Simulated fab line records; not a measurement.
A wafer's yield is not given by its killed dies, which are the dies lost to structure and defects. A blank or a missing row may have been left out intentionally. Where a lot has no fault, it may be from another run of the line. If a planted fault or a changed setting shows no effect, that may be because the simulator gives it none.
Matching of chambers / flow sky130 / SKY_VIA3_CMP_02 on cmp-02 has 4 sister chambers
The step polishes SiO2. 30 wafers are shown with their chamber, then 12 later ones without.

## EACH WAFER AND ITS CHAMBER
wafer=L075.1; chamber=1; motor current A (A)=11.2
wafer=L075.3; chamber=0; motor current A (A)=12.6
wafer=L075.4; chamber=3; motor current A (A)=10.2
wafer=L077.2; chamber=0; motor current A (A)=13.1
wafer=L077.3; chamber=2; motor current A (A)=11.3
wafer=L077.5; chamber=0; motor current A (A)=13.1
wafer=L080.1; chamber=3; motor current A (A)=10.6
wafer=L080.4; chamber=0; motor current A (A)=12.6
wafer=L080.6; chamber=0; motor current A (A)=12.7
wafer=L079.2; chamber=3; motor current A (A)=10.7
wafer=L079.3; chamber=0; motor current A (A)=12.7
wafer=L079.5; chamber=3; motor current A (A)=10.4
wafer=L083.4; chamber=1; motor current A (A)=11.4
wafer=L083.5; chamber=0; motor current A (A)=13.0
wafer=L083.6; chamber=3; motor current A (A)=11.2
wafer=L084.3; chamber=0; motor current A (A)=12.5
wafer=L084.4; chamber=1; motor current A (A)=11.6
wafer=L084.5; chamber=3; motor current A (A)=11.0
wafer=L087.1; chamber=3; motor current A (A)=10.3
wafer=L087.2; chamber=0; motor current A (A)=12.9
wafer=L087.4; chamber=1; motor current A (A)=10.5
wafer=L088.1; chamber=2; motor current A (A)=11.9
wafer=L088.5; chamber=1; motor current A (A)=11.5
wafer=L088.6; chamber=2; motor current A (A)=11.0
wafer=L090.1; chamber=1; motor current A (A)=11.1
wafer=L090.4; chamber=2; motor current A (A)=12.1
wafer=L090.5; chamber=3; motor current A (A)=10.0
wafer=L091.2; chamber=0; motor current A (A)=13.2
wafer=L091.3; chamber=3; motor current A (A)=10.0
wafer=L091.5; chamber=3; motor current A (A)=10.4

SIGNATURES, as means of the wafers listed above
reading=motor current A; chamber 0=12.840; chamber 1=11.217; chamber 2=11.575; chamber 3=10.480; scatter within a chamber=0.371
Rule: for each reading, subtract the chamber's mean from the wafer's reading, divide by that reading's scatter and square the result; add these up over the readings and take the root, which gives the wafer's distance from the chamber. The wafer belongs to the nearest chamber; if the next one is less than 2 further off, it can't be placed. The scatter: the root of (the sum of the squares of (reading less its chamber's mean) over the shown wafers, divided by (wafers less chambers)).

## WAFERS WITHOUT THEIR CHAMBER
wafer=L092.1; motor current A (A)=12.3
wafer=L092.2; motor current A (A)=11.4
wafer=L092.4; motor current A (A)=11.1
wafer=L093.3; motor current A (A)=11.8
wafer=L093.4; motor current A (A)=12.5
wafer=L093.6; motor current A (A)=12.2
wafer=L094.1; motor current A (A)=12.3
wafer=L094.4; motor current A (A)=12.0
wafer=L094.5; motor current A (A)=12.7
wafer=L096.2; motor current A (A)=12.6
wafer=L096.3; motor current A (A)=11.3
wafer=L096.6; motor current A (A)=10.4

## THE CHAMBER EACH PASSED THROUGH
wafer=L092.1; from the rows above=can't be placed: 0 or 2 or 1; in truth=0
wafer=L092.2; from the rows above=can't be placed: 2 or 1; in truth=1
wafer=L092.4; from the rows above=can't be placed: 1 or 2 or 3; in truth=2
wafer=L093.3; from the rows above=can't be placed: 2 or 1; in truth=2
wafer=L093.4; from the rows above=can't be placed: 0 or 2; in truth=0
wafer=L093.6; from the rows above=can't be placed: 2 or 0 or 1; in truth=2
wafer=L094.1; from the rows above=can't be placed: 0 or 2 or 1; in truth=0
wafer=L094.4; from the rows above=can't be placed: 2 or 1 or 0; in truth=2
wafer=L094.5; from the rows above=0; in truth=0
wafer=L096.2; from the rows above=0; in truth=0
wafer=L096.3; from the rows above=can't be placed: 1 or 2 or 3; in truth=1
wafer=L096.6; from the rows above=can't be placed: 3 or 1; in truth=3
Placed correctly: 2 of 12. Cannot be placed on the basis of these rows: 10; the candidates contain the true chamber in 10. 0 placed wrongly.
